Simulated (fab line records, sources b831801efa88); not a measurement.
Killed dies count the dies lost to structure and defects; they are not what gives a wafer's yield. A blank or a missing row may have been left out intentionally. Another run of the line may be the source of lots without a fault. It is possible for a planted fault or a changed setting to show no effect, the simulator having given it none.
A single fault, viewed from 2 desks / flow gf180mcu / every desk sees just its own numbers, and what lay behind them comes last

DESK OF THE TOOL OWNER: implanter-04
The tool's own readings at GF_MVPSD_IMPLANT_09, given as means over the sampled wafers that have a number, one for each lot that went through this tool. If a lot's mean is further than 4 standard deviations from the usual mean, the lot is out of limits and carries the mark OUT (the distance appears in the brackets).
Columns: A = beam energy keV at GF_MVPSD_IMPLANT_09, usual 39.998; B = dose ions cm2 at GF_MVPSD_IMPLANT_09, usual 5e+12
lot=L428; first seen here=day 4 17:19; A=39.993; B=5e+12
lot=L429; first seen here=day 4 22:13; A=40.004; B=5e+12
lot=L430; first seen here=day 5 22:30; A=39.984; B=5e+12 (-15) OUT
lot=L431; first seen here=day 5 23:59; A=39.992; B=5e+12 (-16) OUT
lot=L432; first seen here=day 6 03:32; A=39.997; B=5e+12 (-16) OUT
lot=L443; first seen here=day 9 00:01; A=40.003; B=5e+12
lot=L447; first seen here=day 9 22:30; A=39.993; B=5e+12
lot=L451; first seen here=day 10 21:20; A=40.000; B=5e+12
Finding of this desk: L430, L431, L432 out of limits; the first was L430 at day 5 22:30, on dose ions cm2 at GF_MVPSD_IMPLANT_09. In limits: L428, L429, L443, L447, L451.

FROM THE METROLOGY DESK
Means of the sampled wafers that have a number, per lot and without regard to the tool the lot ran on: this is what the gauges read. If a lot's mean is further than 4 standard deviations from the usual mean, the lot is out of limits and carries the mark OUT (the distance appears in the brackets).
Columns: A = V1_CVD_00_THK at GF_V1_THK_MEAS_01, usual 600 nm; B = M2_ALCU_THK at GF_M2_THK_MEAS_06, usual 445 nm
lot=L428; first seen here=day 16 17:58; A=602; B=446
lot=L429; first seen here=day 17 05:31; A=604; B=432
lot=L430; first seen here=day 18 16:44; A=602; B=443
lot=L431; first seen here=day 18 23:19; A=612; B=448
lot=L433; first seen here=day 19 00:31; A=609; B=444
lot=L432; first seen here=day 19 01:31; A=608; B=441
lot=L438; first seen here=day 21 06:23; A=600; B=446
lot=L440; first seen here=day 21 14:14; A=608; B=448
lot=L442; first seen here=day 22 16:44; A=597; B=440
lot=L443; first seen here=day 22 19:57; A=606; B=447
lot=L444; first seen here=day 23 04:59; A=595; B=437
lot=L446; first seen here=day 23 17:40; A=599; B=450
lot=L447; first seen here=day 24 01:41; A=598; B=452
lot=L449; first seen here=day 24 15:14; A=602; B=437
lot=L451; first seen here=day 25 07:29; A=600; B=460
This desk's verdict: no lot among the 15 shows anything out of limits.

PUT TOGETHER
At day 5 22:30, on L430, L431, L432, the tool owner's desk was in a position to raise an alarm.
Metrology desk: nothing out of limits seen.
The metrology desk has L430, L431, L432 on record, within its limits.
All the named lots went through GF_MVPSD_IMPLANT_09 on implanter-04.

WHAT THE SIMULATOR HAD PUT IN
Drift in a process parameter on implanter-04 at GF_MVPSD_IMPLANT_09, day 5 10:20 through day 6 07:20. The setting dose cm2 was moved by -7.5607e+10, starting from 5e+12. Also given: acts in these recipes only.
Struck lots among those shown: L430, L431, L432.
Time in hours from fault onset to the first out-of-limits reading at each desk: the tool owner's desk, 12.
